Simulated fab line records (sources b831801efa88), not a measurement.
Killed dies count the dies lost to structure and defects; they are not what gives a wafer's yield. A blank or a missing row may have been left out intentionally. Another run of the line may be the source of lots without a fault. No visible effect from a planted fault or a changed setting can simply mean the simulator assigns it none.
Which of the tools did it? ; flow sky130 ; 42 wafers from 14 lots sampled at 5 of the route's 708 steps

## WHAT EACH GAUGE READ, for each wafer
SKY_FIELD_ISO_CD_MEAS_13 targets a cd of 150 nm. Usual: cd nm 149.9 nm, standard deviation 1.7.
lot;measured;on;cd nm (nm);flag
L658;day 2 04:35;cd sem-01;150.8 151.7 151.2;
L659;day 2 10:11;cd sem-02;151.2 150.4 151.3;
L661;day 2 20:40;cd sem-01;146.7 147.9 146.6;
L662;day 3 02:16;cd sem-01;152.1 151.5 151.0;
L663;day 3 08:26;cd sem-02;151.9 150.5 149.7;
L664;day 3 17:07;cd sem-01;148.5 148.6 148.1;
L665;day 3 18:08;cd sem-01;149.3 149.1 150.8;
L666;day 4 00:59;cd sem-01;151.6 148.2 149.7;
L667;day 4 05:16;cd sem-01;149.2 147.8 149.0;
L669;day 4 14:37;cd sem-02;147.2 148.5 147.4;
L671;day 5 00:04;cd sem-01;150.1 150.8 150.3;
L672;day 5 06:20;cd sem-02;148.9 147.7 147.4;
L674;day 5 16:13;cd sem-01;152.8 153.5 153.1;
L677;day 6 07:31;cd sem-01;151.4 150.7 151.1;

SKY_FIELD_ISO_THK_MEAS_23. Usual: FIELD_ISO_OXIDATION_01_THK gives 9.82 nm (standard deviation 0.2).
lot;measured;on;FIELD_ISO_OXIDATION_01_THK (nm);flag
L658;day 2 07:43;film metro-01;9.58 9.55 9.49;
L659;day 2 13:17;film metro-01;9.76 9.74 9.80;
L661;day 3 01:27;film metro-03;9.78 9.73 9.91;
L662;day 3 05:59;film metro-04;10.01 10.00 10.39;
L663;day 3 10:16;film metro-04;9.82 9.94 9.92;
L664;day 3 18:57;film metro-01;9.87 9.85 9.88;
L665;day 3 19:56;film metro-01;10.03 10.16 10.02;
L666;day 4 03:14;film metro-03;9.98 9.98 10.09;
L667;day 4 07:19;film metro-04;9.47 9.47 9.56;
L669;day 4 16:42;film metro-03;9.69 9.78 9.81;
L671;day 5 03:10;film metro-04;9.87 9.72 9.58;
L672;day 5 09:26;film metro-04;10.10 10.07 10.10;
L674;day 5 20:34;film metro-01;9.86 9.85 9.67;
L677;day 6 10:50;film metro-01;9.92 9.79 9.99;

SKY_PWDE_OVL_MEAS_07. Usual: PWDE_OVL gives 0.8 nm (standard deviation 1.4).
lot;measured;on;PWDE_OVL (nm);flag
L658;day 4 01:32;overlay-02;-0.5 3.0 1.5;
L659;day 4 06:36;overlay-01;-2.2 -0.5 -0.9;
L661;day 4 15:28;overlay-01;0.0 0.3 -0.9;
L662;day 4 22:02;overlay-01;1.0 1.2 1.6;
L663;day 5 02:02;overlay-01;0.4 -1.4 0.9;
L664;day 5 09:34;overlay-02;0.0 0.4 -0.4;
L665;day 5 11:42;overlay-02;2.1 3.6 2.2;
L666;day 5 19:48;overlay-01;-1.3 0.4 -0.2;
L667;day 5 23:25;overlay-01;0.8 2.0 0.4;
L669;day 6 08:13;overlay-02;1.9 4.4 3.9;
L671;day 6 21:23;overlay-02;-0.5 0.0 1.2;
L672;day 7 05:17;overlay-02;1.7 0.7 2.1;
L674;day 7 19:34;overlay-01;- - -;OFF
L677;day 8 06:13;overlay-01;- - -;OFF

## TOOL THAT RAN EACH LOT (tool first, then ch and the chambers of the sampled wafers, then the start)
lot;SKY_FIELD_ISO_CMP_27;SKY_PWDE_DEVELOP_06
L658;cmp-02 ch 0,1,2, day 2 11:58;litho track-03 ch 0, day 4 01:00
L659;cmp-01 ch 0,3, day 2 18:49;litho track-03 ch 0, day 4 06:00
L661;cmp-02 ch 0,2, day 3 04:52;litho track-02 ch 0, day 4 15:00
L662;cmp-02 ch 0,1,2, day 3 09:10;litho track-03 ch 0, day 4 21:00
L663;cmp-01 ch 0,1,3, day 3 13:02;litho track-04 ch 0, day 5 01:00
L664;cmp-02 ch 0,1,3, day 3 20:42;litho track-04 ch 0, day 5 09:00
L665;cmp-01 ch 1,2, day 3 21:39;litho track-03 ch 0, day 5 11:00
L666;cmp-02 ch 0,2,3, day 4 05:12;litho track-03 ch 0, day 5 19:00
L667;cmp-01 ch 1,2,3, day 4 09:00;litho track-04 ch 0, day 5 23:00
L669;cmp-01 ch 1,2, day 4 18:26;litho track-04 ch 0, day 6 08:00
L671;cmp-01 ch 2,3, day 5 05:28;litho track-02 ch 0, day 6 21:00
L672;cmp-01 ch 0,1,3, day 5 11:13;litho track-03 ch 0, day 7 05:00
L674;cmp-01 ch 0,2,3, day 5 23:43;litho track-02 ch 0, day 7 19:00
L677;cmp-01 ch 1,3, day 6 14:19;litho track-02 ch 0, day 8 06:00
- SKY_FIELD_ISO_CMP_27: polishes, stops on Si3N4, t overpolish 16 s, target thk 457.8 nm.
- SKY_PWDE_DEVELOP_06: develop time 60 s.

## AS READ BY THE TOOLS THEMSELVES (means over the sampled wafers that have a number; for cases with no such wafer, the mark the record gives instead)
SKY_FIELD_ISO_CMP_27. Usual: motor current A 12.3 A, standard deviation 1.1; overpolish run s 16.000 s, standard deviation 0.0096; time to endpoint s 113 s, standard deviation 4.
lot;tool;motor current A (A);overpolish run s (s);time to endpoint s (s);flag
L658;cmp-02;12.7;16.002;117;
L659;cmp-01;12.5;16.000;109;
L661;cmp-02;12.6;16.000;118;
L662;cmp-02;12.3;15.995;113;
L663;cmp-01;12.4;16.001;108;
L664;cmp-02;11.6;16.001;117;
L665;cmp-01;11.9;15.998;113;
L666;cmp-02;11.7;15.992;112;
L667;cmp-01;12.4;15.997;108;
L669;cmp-01;12.1;15.995;115;
L671;cmp-01;12.0;16.006;115;
L672;cmp-01;12.1;15.994;111;
L674;cmp-01;12.0;15.996;115;
L677;cmp-01;12.4;16.009;111;

## THE ANSWER, worked out from the rows above alone
Rule: lot off if the mean of its wafers having a number is beyond 3 standard deviations from the usual mean. A lot without any number at a reading at which 4 lots or more have one is off too. Any other lot the step has rows for is counted as sound. The gauges are gone through in route order, then the tools' own readings, and for those a lot's mean is taken as printed above. The first step at which some lot is off is used, and at that step the reading that is off furthest; a lot without a number counts as furthest.
Off: L674, L677, seen at SKY_PWDE_OVL_MEAS_07 (PWDE_OVL). Without a number there: L674, L677.
If a tool, at a process step before that reading, ran all the lots that are off and no sound lot after the first of them, it fits. Gauges at SKY_PWDE_OVL_MEAS_07: tried the same way as those tools. Can't be told from this: 3 tools fit, cmp-01 at SKY_FIELD_ISO_CMP_27, litho track-02 at SKY_PWDE_DEVELOP_06, overlay-01 at SKY_PWDE_OVL_MEAS_07.

## WHAT THE SIMULATOR PUT IN
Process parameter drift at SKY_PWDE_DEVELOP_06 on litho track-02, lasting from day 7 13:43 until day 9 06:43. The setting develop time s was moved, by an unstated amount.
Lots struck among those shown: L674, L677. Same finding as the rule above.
